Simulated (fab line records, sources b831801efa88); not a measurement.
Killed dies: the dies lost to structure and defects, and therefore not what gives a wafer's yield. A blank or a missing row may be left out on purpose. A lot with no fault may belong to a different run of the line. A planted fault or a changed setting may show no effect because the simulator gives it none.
A lot that was struck, set against a sound lot    flow sky130    17 steps out of a route of 708
Sound: these wafers, L636.2, L636.3, L636.4. Wafers L643.3, L643.5, L643.6 were the ones struck. The cause comes at the end.
Order at every step that has rows: each side's tool, ch and its chambers, its first start. Under that, the readings that differ: sound wafers    struck wafers    difference of the means    sigmas: that difference in standard deviations of wafers without a fault.
alike: readings whose means differ by less than 2 such deviations, and words and numbers that are the same on both sides. not compared: withheld readings, readings that some wafer has no value for, bounds like >300 that may hide the same value, and numbers for which the record gives no deviation and whose values overlap.
The two part at a step that has a row with sigmas, a row that says differs or no value, or rows on one side only. Numbers that have no deviation but don't overlap get no sigmas and don't part them. Lack of a reading on every wafer of one side parts them only where that side has two or more wafers.

first, 1 step without rows for these wafers: SKY_LDD_N_IMPLANT_15.
SKY_LDD_N_STRIP_16: strips in O2/N2.
  sound on plasma_asher-04 ch 0,1, day 20 11:50; struck on plasma_asher-02 ch 0,1, day 22 19:21
  alike: drypump_motor_current_A, oes_product_au, strip_time_to_endpoint_s
  not compared: rf_hours_counter_h
SKY_LDD_N_TW_MEAS_17:
  struck on film_metro-04, day 22 19:26; sound on film_metro-02, day 20 11:57
  alike: LDD_N_TW
then, 7 steps without rows for these wafers: SKY_LDD_P_DEHYDRATE_00 (time 60 s); SKY_LDD_P_HMDS_01 (prime time 60 s); SKY_LDD_P_COAT_02 (resist thk 1140 nm); SKY_LDD_P_SOFTBAKE_03 (time 60 s); SKY_LDD_P_EXPOSE_04 (exposes mask PSDM, target cd 380 nm); SKY_LDD_P_PEB_05; SKY_LDD_P_DEVELOP_06 (develop time 60 s).
SKY_LDD_P_CD_MEAS_07: target cd 380 nm.
  struck on cd_sem-01, day 24 01:51; sound on cd_sem-01, day 21 19:41
  alike: cd_nm
SKY_LDD_P_OVL_MEAS_08:
  struck on overlay-02, day 24 01:56; sound on overlay-02, day 21 19:47
  alike: LDD_P_OVL
SKY_LDD_P_IMPLANT_09:
  sound on implanter-03 ch 0, day 21 19:50; struck on implanter-03 ch 0, day 24 02:01
reading                    sound              struck             difference  sigmas
implant_ion_amu            49 49 49           75 75 75           +26         
model.implant.drp_nm (nm)  11.41 11.41 11.41  8.431 8.431 8.431  -2.979      
model.implant.rp_nm (nm)   20.51 20.51 20.51  19.06 19.06 19.06  -1.45       
  alike: beam_energy_keV
SKY_LDD_P_STRIP_10: strips in O2/N2.
  sound on plasma_asher-01 ch 0,1, day 21 19:58; struck on plasma_asher-02 ch 0,1, day 24 02:09
reading                       sound              struck             difference  sigmas
drypump_motor_current_A (A)   6.40 5.54 6.38     5.57 5.43 5.55     -0.59       -2
strip_time_to_endpoint_s (s)  14.14 14.17 14.12  14.26 14.28 14.21  +0.11       +2
  alike: oes_product_au
  not compared: rf_hours_counter_h
SKY_LDD_P_TW_MEAS_11:
  struck on film_metro-01, day 24 02:14; sound on film_metro-03, day 21 20:04
reading   sound        struck          difference  sigmas
LDD_P_TW  637 637 639  1049 1045 1058  +413        +90
then, 1 step without rows for these wafers: SKY_LDD_HVN_DEHYDRATE_00 (time 60 s).
-- the record jumps here: 25 days lie between the struck wafers' starts before and after (it left off in module LDD_HVN and takes up again in module PAD_OPEN, whose first step shown is number 708 of the route) --
SKY_PAD_OPEN_PROBE_99:
  struck on prober-02, day 49 08:52; sound on prober-02, day 47 19:42
reading                                  sound              struck             difference  sigmas
model.etest.pfet_01v8.r_on_ohm_um        2942 2952 2913     4366 4397 4182     +1379       
model.etest.pfet_g5v0d10v5.r_on_ohm_um   4797 4788 4709     4882 4925 4919     +144        
model.etest.pfet_01v8.drive_ua_um        188.8 188.5 190.4  122.7 125.5 129.4  -63.4       
model.etest.sram_pfet_latch.drive_ua_um  143.1 138.7 141    87.89 92.41 93.02  -49.83      
model.etest.pfet_01v8_hvt.drive_ua_um    139.8 138.2 141.3  89.26 88.94 92.55  -49.52      
model.etest.pfet_01v8_mvt.drive_ua_um    151.3 150.8 152.3  119.8 120.8 122.9  -30.3       
model.etest.pfet_01v8_lvt.drive_ua_um    172.2 172.5 173.3  148.3 148 149.6    -24.0       
  not compared: model.etest.pfet_g5v0d10v5.drive_ua_um

## WHERE THEY PART
Earliest at SKY_LDD_P_STRIP_10; latest, in this record, at SKY_LDD_P_TW_MEAS_11.

WHY: what had been put in by the simulator
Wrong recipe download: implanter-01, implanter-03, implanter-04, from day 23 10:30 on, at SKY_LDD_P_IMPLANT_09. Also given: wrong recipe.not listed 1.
